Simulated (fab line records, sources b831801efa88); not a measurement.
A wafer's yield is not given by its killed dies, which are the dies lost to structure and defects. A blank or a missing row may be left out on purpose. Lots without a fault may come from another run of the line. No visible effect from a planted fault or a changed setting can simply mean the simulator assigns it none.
Which tool did it? | flow gf180mcu | Sampling: 12 lots, 36 wafers, 6 of 602 route steps

== WHAT EACH GAUGE READ, for each wafer ==
GF_HV_LDD_OVL_MEAS_32. Usual: HV_LDD_02_OVL 1.7 nm, standard deviation 1.4.
lot  | measured     | on         | HV_LDD_02_OVL (nm) | flag
L308 | day 12 01:23 | overlay-01 | 3.0 3.4 0.9        | 
L309 | day 12 08:49 | overlay-02 | 1.9 2.9 2.1        | 
L313 | day 13 11:26 | overlay-02 | 4.1 3.2 2.2        | 
L315 | day 14 04:14 | overlay-02 | -0.6 -1.6 0.3      | 
L317 | day 14 22:16 | overlay-01 | 3.1 3.9 2.3        | 
L320 | day 15 20:23 | overlay-02 | -0.7 0.9 -1.6      | 
L322 | day 16 10:38 | overlay-02 | 0.3 0.5 -0.9       | 
L323 | day 16 17:31 | overlay-02 | 0.8 -0.2 1.9       | 
L325 | day 17 13:44 | overlay-01 | 1.4 0.4 3.0        | 
L328 | day 18 16:46 | overlay-02 | 0.2 0.7 2.2        | 
L329 | day 18 20:07 | overlay-01 | 2.3 2.0 2.7        | 
L330 | day 19 02:20 | overlay-02 | 0.2 1.8 1.3        | 

GF_HV_LDD_TW_MEAS_38. Usual: HV_LDD_3_TW 1436, standard deviation 7.2.
lot  | measured     | on           | HV_LDD_3_TW    | flag
L308 | day 12 02:12 | filmMetro-04 | 1431 1426 1430 | 
L309 | day 12 09:33 | filmMetro-04 | 1426 1431 1430 | 
L313 | day 13 12:29 | filmMetro-04 | 1533 1543 1535 | OFF
L315 | day 14 05:18 | filmMetro-04 | 1543 1536 1546 | OFF
L317 | day 14 22:59 | filmMetro-03 | 1441 1449 1451 | 
L320 | day 15 21:08 | filmMetro-04 | 1440 1437 1437 | 
L322 | day 16 11:22 | filmMetro-04 | 1440 1438 1428 | 
L323 | day 16 18:15 | filmMetro-03 | 1435 1438 1437 | 
L325 | day 17 14:28 | filmMetro-04 | 1436 1438 1432 | 
L328 | day 18 17:31 | filmMetro-04 | 1440 1438 1432 | 
L329 | day 18 20:51 | filmMetro-04 | 1427 1437 1442 | 
L330 | day 19 03:07 | filmMetro-03 | 1436 1430 1428 | 

GF_HV_LDD_RS_MEAS_53: a four-point-probe measurement. Usual: HV_LDD_RS 418.3 ohm/sq, standard deviation 0.8.
lot  | measured     | on           | HV_LDD_RS (ohm/sq) | flag
L308 | day 12 21:48 | filmMetro-04 | 418.5 419.6 418.3  | 
L309 | day 13 06:11 | filmMetro-04 | 417.7 417.2 418.6  | 
L313 | day 14 08:44 | filmMetro-01 | 400.0 399.2 398.7  | OFF
L315 | day 15 02:35 | filmMetro-04 | 399.0 398.8 398.8  | OFF
L317 | day 15 21:07 | filmMetro-03 | 416.4 417.0 416.3  | 
L320 | day 16 19:14 | filmMetro-04 | 418.4 419.1 417.7  | 
L322 | day 17 09:53 | filmMetro-04 | 418.5 418.2 418.5  | 
L323 | day 17 17:55 | filmMetro-04 | 417.9 418.6 417.8  | 
L325 | day 18 14:05 | filmMetro-04 | 417.0 418.2 418.2  | 
L328 | day 19 18:29 | filmMetro-03 | 418.1 418.0 417.7  | 
L329 | day 19 21:35 | filmMetro-03 | 418.6 417.9 418.3  | 
L330 | day 20 04:23 | filmMetro-03 | 418.4 418.0 418.4  | 

== EACH LOT AND THE TOOL THAT RAN IT (in order: tool; ch and the chambers of the sampled wafers; start) ==
lot  | GF_VT_IMPLANT_RTA_45            | GF_HV_LDD_IMPLANT_34            | GF_HV_LDD_STRIP_37
L308 | rtpAnneal-02 ch 0, day 8 01:10  | implanter-03 ch 0, day 12 01:34 | plasmaAsher-02 ch 0,1, day 12 02:01
L309 | rtpAnneal-01 ch 0, day 8 04:52  | implanter-03 ch 0, day 12 09:00 | plasmaAsher-01 ch 0,1, day 12 09:27
L313 | rtpAnneal-01 ch 0, day 9 06:44  | implanter-04 ch 0, day 13 11:37 | plasmaAsher-01 ch 0,1, day 13 12:23
L315 | rtpAnneal-02 ch 0, day 9 20:39  | implanter-04 ch 0, day 14 04:28 | plasmaAsher-01 ch 0,1, day 14 05:13
L317 | rtpAnneal-02 ch 0, day 10 12:13 | implanter-01 ch 0, day 14 22:26 | plasmaAsher-02 ch 0,1, day 14 22:53
L320 | rtpAnneal-01 ch 0, day 11 07:16 | implanter-03 ch 0, day 15 20:35 | plasmaAsher-02 ch 0,1, day 15 21:01
L322 | rtpAnneal-01 ch 0, day 11 17:51 | implanter-04 ch 0, day 16 10:49 | plasmaAsher-02 ch 0,1, day 16 11:16
L323 | rtpAnneal-02 ch 0, day 12 01:59 | implanter-01 ch 0, day 16 17:43 | plasmaAsher-01 ch 0,1, day 16 18:08
L325 | rtpAnneal-01 ch 0, day 12 16:28 | implanter-03 ch 0, day 17 13:55 | plasmaAsher-03 ch 0, day 17 14:22
L328 | rtpAnneal-02 ch 0, day 13 13:59 | implanter-01 ch 0, day 18 16:59 | plasmaAsher-02 ch 0,1, day 18 17:26
L329 | rtpAnneal-02 ch 0, day 13 20:02 | implanter-03 ch 0, day 18 20:19 | plasmaAsher-03 ch 0,1, day 18 20:44
L330 | rtpAnneal-02 ch 0, day 14 02:44 | implanter-01 ch 0, day 19 02:32 | plasmaAsher-01 ch 0,1, day 19 02:58
- GF_VT_IMPLANT_RTA_45: time 30 s.
- GF_HV_LDD_IMPLANT_34
- GF_HV_LDD_STRIP_37: strips in O2/N2.

== WHAT THE TOOLS THEMSELVES READ (means of the sampled wafers that have a number; where no wafer has one, the mark that the record gives instead) ==
GF_VT_IMPLANT_RTA_45. Usual: lampPowerPct 40 %, standard deviation 4.9; wafer_temp_C_max 1054.3, standard deviation 0.86.
lot  | tool         | lampPowerPct (%) | wafer_temp_C_max | flag
L308 | rtpAnneal-02 | 36               | 1054.9           | 
L309 | rtpAnneal-01 | 46               | 1053.9           | 
L313 | rtpAnneal-01 | 46               | 1054.3           | 
L315 | rtpAnneal-02 | 36               | 1054.6           | 
L317 | rtpAnneal-02 | 36               | 1054.4           | 
L320 | rtpAnneal-01 | 46               | 1053.9           | 
L322 | rtpAnneal-01 | 46               | 1054.7           | 
L323 | rtpAnneal-02 | 36               | 1054.7           | 
L325 | rtpAnneal-01 | 46               | 1053.5           | 
L328 | rtpAnneal-02 | 36               | 1053.9           | 
L329 | rtpAnneal-02 | 36               | 1054.6           | 
L330 | rtpAnneal-02 | 36               | 1054.7           | 

GF_HV_LDD_IMPLANT_34. Usual: beamOnS 10.02 s, standard deviation 0.23; faradayCurrentUA 42.2, standard deviation 0.94.
lot  | tool         | beamOnS (s) | faradayCurrentUA | flag
L308 | implanter-03 | 9.88        | 42.8             | 
L309 | implanter-03 | 9.98        | 42.4             | 
L313 | implanter-04 | 9.87        | 42.9             | 
L315 | implanter-04 | 10.08       | 42.0             | 
L317 | implanter-01 | 10.04       | 42.1             | 
L320 | implanter-03 | 10.09       | 41.8             | 
L322 | implanter-04 | 10.17       | 41.6             | 
L323 | implanter-01 | 10.00       | 42.3             | 
L325 | implanter-03 | 10.04       | 42.2             | 
L328 | implanter-01 | 10.15       | 41.7             | 
L329 | implanter-03 | 10.14       | 41.7             | 
L330 | implanter-01 | 9.94        | 42.5             | 

GF_HV_LDD_STRIP_37. Usual: drypumpMotorCurrentA 5.3 A, standard deviation 0.55; heaterPowerW 344 W, standard deviation 30; oesProductAu 0.716 a.u., standard deviation 0.005; stripTimeToEndpointS 12.63 s, standard deviation 0.035.
lot  | tool           | drypumpMotorCurrentA (A) | heaterPowerW (W) | oesProductAu (a.u.) | stripTimeToEndpointS (s) | flag
L308 | plasmaAsher-02 | 5.7                      | 344              | 0.720               | 12.63                    | 
L309 | plasmaAsher-01 | 5.3                      | 338              | 0.716               | 12.66                    | 
L313 | plasmaAsher-01 | 5.5                      | 351              | 0.719               | 12.63                    | 
L315 | plasmaAsher-01 | 5.4                      | 352              | 0.712               | 12.63                    | 
L317 | plasmaAsher-02 | 5.2                      | 366              | 0.721               | 12.62                    | 
L320 | plasmaAsher-02 | 5.2                      | 359              | 0.722               | 12.65                    | 
L322 | plasmaAsher-02 | 5.7                      | 344              | 0.720               | 12.61                    | 
L323 | plasmaAsher-01 | 5.5                      | 352              | 0.714               | 12.61                    | 
L325 | plasmaAsher-03 | 4.7                      | 283              | 0.717               | 12.59                    | 
L328 | plasmaAsher-02 | 5.7                      | 344              | 0.716               | 12.62                    | 
L329 | plasmaAsher-03 | 4.8                      | 328              | 0.718               | 12.63                    | 
L330 | plasmaAsher-01 | 5.3                      | 346              | 0.713               | 12.65                    | 

== THE ANSWER, worked out from the rows above alone ==
Rule: a lot counts as off when the mean over its wafers that have a number is more than 3 standard deviations away from the usual mean. Also off: a lot with no number at a reading for which 4 or more lots have one. Where the step has rows for the other lots, those lots are counted as sound. Order of review: gauges by route order, followed by the tools' own readings, for which a lot's mean as printed above is used. At the first step where some lot is off, the reading lying furthest off is the one used; lots without a number count as furthest.
Off: at GF_HV_LDD_TW_MEAS_38 (HV_LDD_3_TW), L313, L315.
If a tool, at a process step before that reading, ran all the lots that are off and no sound lot after the first of them, it fits. The gauges at GF_HV_LDD_TW_MEAS_38 are tried like those tools. Not one of the candidates tried fits.

== WHAT THE SIMULATOR HAD INSERTED ==
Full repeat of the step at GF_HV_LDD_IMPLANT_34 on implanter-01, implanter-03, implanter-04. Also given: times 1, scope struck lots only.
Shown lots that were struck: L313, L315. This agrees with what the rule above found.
